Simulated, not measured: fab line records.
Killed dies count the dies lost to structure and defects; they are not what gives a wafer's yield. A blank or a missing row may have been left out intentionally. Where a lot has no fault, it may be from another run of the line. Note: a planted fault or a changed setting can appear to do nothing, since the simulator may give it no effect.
Which of the tools did it? ; flow sky130 ; 24 lots, 72 wafers sampled, at 5 steps of a route of 708

## WHAT THE GAUGES SHOWED, per wafer
SKY_VT_ADJUST_LVTN_OVL_MEAS_07.
lot;measured;on;VT_ADJUST_LVTN_OVL (nm)
L074;day 6 20:06;overlay-01;-3.2 -2.9 -3.2
L075;day 7 02:39;overlay-01;0.2 0.7 -1.6
L076;day 7 06:56;overlay-02;0.9 -0.2 -1.1
L077;day 7 14:56;overlay-02;0.7 1.8 0.6
L078;day 8 10:29;overlay-02;-0.6 -0.5 -0.3
L079;day 8 12:37;overlay-01;-0.2 0.3 0.8
L080;day 8 14:15;overlay-01;0.3 1.2 -0.3
L081;day 8 20:55;overlay-01;-0.4 2.1 -0.1
L082;day 9 02:18;overlay-02;-3.7 -2.7 -1.8
L083;day 9 10:13;overlay-01;-1.7 -2.8 -1.7
L084;day 9 11:36;overlay-01;-1.3 -1.4 -2.2
L085;day 9 20:05;overlay-02;0.5 -1.9 0.4
L086;day 10 02:49;overlay-02;-0.9 -0.2 -1.6
L087;day 10 08:24;overlay-02;0.6 -1.6 1.7
L088;day 10 12:30;overlay-01;2.2 1.6 2.4
L089;day 10 20:55;overlay-01;-0.3 1.4 -1.5
L090;day 11 00:58;overlay-02;1.3 1.1 0.6
L091;day 11 09:01;overlay-02;0.1 0.4 1.7
L092;day 11 13:42;overlay-01;0.0 -0.2 -1.8
L094;day 12 06:11;overlay-02;-2.3 -1.9 -1.0
L093;day 12 07:19;overlay-01;0.4 -1.3 0.1
L095;day 13 00:24;overlay-01;-1.0 -2.2 -0.3
L096;day 13 03:13;overlay-01;-4.2 -3.0 -1.5
L097;day 13 04:24;overlay-01;0.6 -0.2 0.7

SKY_METAL1_OVL_MEAS_16.
lot;measured;on;METAL1_OVL (nm)
L074;day 32 08:44;overlay-02;-3 1 -2
L075;day 32 13:50;overlay-02;-7 -5 -4
L076;day 33 02:50;overlay-02;-4 -2 0
L077;day 33 09:49;overlay-02;-6 -3 5
L078;day 34 12:59;overlay-02;4 6 4
L079;day 34 20:52;overlay-02;0 5 0
L080;day 35 02:08;overlay-02;-7 -5 -3
L081;day 35 02:34;overlay-02;1 2 0
L082;day 35 07:08;overlay-02;-4 3 -1
L083;day 35 17:19;overlay-02;3 -3 1
L084;day 36 00:15;overlay-02;-7 -8 -9
L085;day 36 11:32;overlay-01;1 10 4
L086;day 36 13:38;overlay-02;1 -2 5
L087;day 36 16:25;overlay-02;3 7 6
L088;day 37 00:52;overlay-01;-4 -3 2
L089;day 37 08:20;overlay-02;-3 -2 -2
L090;day 37 14:00;overlay-02;-21 -5 -9
L091;day 37 23:29;overlay-01;-9 0 1
L092;day 38 01:39;overlay-02;-2 0 -12
L094;day 38 18:08;overlay-01;0 6 1
L093;day 39 03:26;overlay-02;3 0 3
L095;day 39 16:58;overlay-02;-1 -5 -3
L096;day 39 21:56;overlay-01;5 -1 8
L097;day 39 21:25;overlay-01;-11 5 1

SKY_METAL3_OVL_MEAS_14.
lot;measured;on;METAL3_OVL (nm)
L074;day 38 01:20;overlay-02;-8 -11 -4
L075;day 38 09:36;overlay-02;-10 -10 -6
L076;day 38 19:10;overlay-02;-14 -14 -16
L077;day 39 01:44;overlay-02;1 0 -1
L078;day 40 01:17;overlay-01;-1 -2 0
L079;day 40 10:40;overlay-01;0 -1 -3
L080;day 40 14:55;overlay-01;-3 3 -2
L081;day 40 15:16;overlay-02;3 6 3
L082;day 40 19:31;overlay-02;-7 -5 -3
L083;day 41 04:50;overlay-02;-12 2 1
L084;day 41 11:47;overlay-02;-6 -12 -8
L085;day 41 23:14;overlay-02;-12 -10 -11
L086;day 42 01:25;overlay-02;-3 -5 -5
L087;day 42 03:19;overlay-02;-6 -9 -7
L088;day 42 11:26;overlay-02;-5 -7 -2
L089;day 42 19:02;overlay-01;1 -3 3
L090;day 42 22:14;overlay-01;2 5 -7
L091;day 43 08:14;overlay-02;-5 -2 4
L092;day 43 09:24;overlay-01;-2 1 0
L094;day 43 23:02;overlay-01;1 -3 -1
L093;day 44 06:52;overlay-02;-7 -7 -4
L095;day 44 20:26;overlay-01;-4 -11 -8
L096;day 45 01:09;overlay-02;-17 -11 -13
L097;day 45 00:34;overlay-01;-6 -3 -1

SKY_VIA4_RS_MEAS_19: uses a four-point probe to measure.
lot;measured;on;VIA4_W_RS (ohm/sq)
L074;day 42 10:22;filmMetro-04;0.2282 0.2293 0.2260
L075;day 42 15:49;filmMetro-04;0.2310 0.2311 0.2328
L076;day 43 01:18;filmMetro-01;0.2272 0.2279 0.2269
L077;day 43 07:02;filmMetro-01;0.2268 0.2295 0.2268
L078;day 44 03:47;filmMetro-03;0.2271 0.2266 0.2282
L079;day 44 13:43;filmMetro-03;0.2261 0.2250 0.2238
L080;day 44 16:50;filmMetro-01;0.2269 0.2298 0.2280
L081;day 44 18:07;filmMetro-03;0.2262 0.2262 0.2239
L082;day 44 21:31;filmMetro-03;0.2254 0.2283 0.2294
L083;day 45 04:46;filmMetro-04;0.2277 0.2273 0.2236
L084;day 45 12:49;filmMetro-03;0.2279 0.2262 0.2264
L085;day 45 23:08;filmMetro-01;0.2239 0.2239 0.2254
L086;day 46 00:23;filmMetro-04;0.2316 0.2286 0.2287
L087;day 46 02:13;filmMetro-03;0.2250 0.2280 0.2265
L088;day 46 09:49;filmMetro-04;0.2272 0.2277 0.2307
L089;day 46 15:07;filmMetro-04;0.2264 0.2292 0.2268
L090;day 46 17:23;filmMetro-03;0.2282 0.2305 0.2282
L091;day 47 02:34;filmMetro-03;0.2272 0.2288 0.2289
L092;day 47 03:19;filmMetro-04;0.2278 0.2276 0.2267
L094;day 47 16:59;filmMetro-03;0.2264 0.2274 0.2260
L093;day 47 21:55;filmMetro-04;0.2268 0.2285 0.2312
L095;day 48 11:05;filmMetro-03;0.2252 0.2259 0.2244
L096;day 48 15:23;filmMetro-04;0.2252 0.2254 0.2258
L097;day 48 15:07;filmMetro-03;0.2248 0.2258 0.2245

SKY_METAL5_THK_MEAS_06: measures by xrf.
lot;measured;on;METAL5_ALCU_THK (nm)
L074;day 42 11:07;filmMetro-03;1207 1191 1185
L075;day 42 16:34;filmMetro-01;1213 1199 1194
L076;day 43 02:04;filmMetro-01;1212 1215 1195
L077;day 43 07:48;filmMetro-02;1187 1180 1182
L078;day 44 04:33;filmMetro-03;1195 1197 1196
L079;day 44 14:29;filmMetro-02;1190 1203 1200
L080;day 44 17:35;filmMetro-02;1175 1185 1177
L081;day 44 18:52;filmMetro-01;1184 1198 1206
L082;day 44 22:17;filmMetro-03;1184 1192 1196
L083;day 45 05:31;filmMetro-02;1181 1190 1177
L084;day 45 13:34;filmMetro-03;1185 1174 1178
L085;day 45 23:53;filmMetro-01;1183 1180 1193
L086;day 46 01:10;filmMetro-02;1178 1172 1187
L087;day 46 02:59;filmMetro-02;1180 1199 1200
L088;day 46 10:35;filmMetro-02;1178 1187 1168
L089;day 46 16:09;filmMetro-02;1183 1197 1187
L090;day 46 19:41;filmMetro-03;1154 1153 1167
L091;day 47 03:21;filmMetro-03;1181 1168 1161
L092;day 47 04:04;filmMetro-02;1193 1194 1195
L094;day 47 17:45;filmMetro-03;1161 1167 1173
L093;day 47 22:47;filmMetro-02;1178 1181 1186
L095;day 48 12:02;filmMetro-03;1172 1174 1187
L096;day 48 16:12;filmMetro-03;1166 1176 1159
L097;day 48 15:53;filmMetro-01;1187 1196 1202

## WHAT TOOL EACH LOT RAN ON (gives the tool, then ch and the chambers of the sampled wafers, and finally the start)
The record holds no process step before these readings.

## AS READ BY THE TOOLS THEMSELVES (means over the sampled wafers that have a number; for cases with no such wafer, the mark the record gives instead)
The record holds no such reading with a usual standard deviation.

## THE ANSWER, worked out from the rows above alone
Rule: the usual values come from the lots themselves. Put in order of their means at a reading, lots are off if they are a third of the lots or fewer, leave a main group of 4 or more, and stand apart from it by a gap of 3 or more times the standard deviation of the main group's means; of several such gaps the widest counts. A main group whose means are all the same, to the digits that the tables above print for the reading, isn't used. A lot without any number at a reading at which 4 lots or more have one is off too. Any other lot the step has rows for is counted as sound. Order of review: gauges by route order, followed by the tools' own readings, for which a lot's mean as printed above is used. The first step at which some lot is off is used, and at that step the reading that is off furthest; a lot without a number counts as furthest.
Across all readings shown, no lot is off: no conclusion can be drawn from this.

## WHAT THE SIMULATOR HAD PUT IN
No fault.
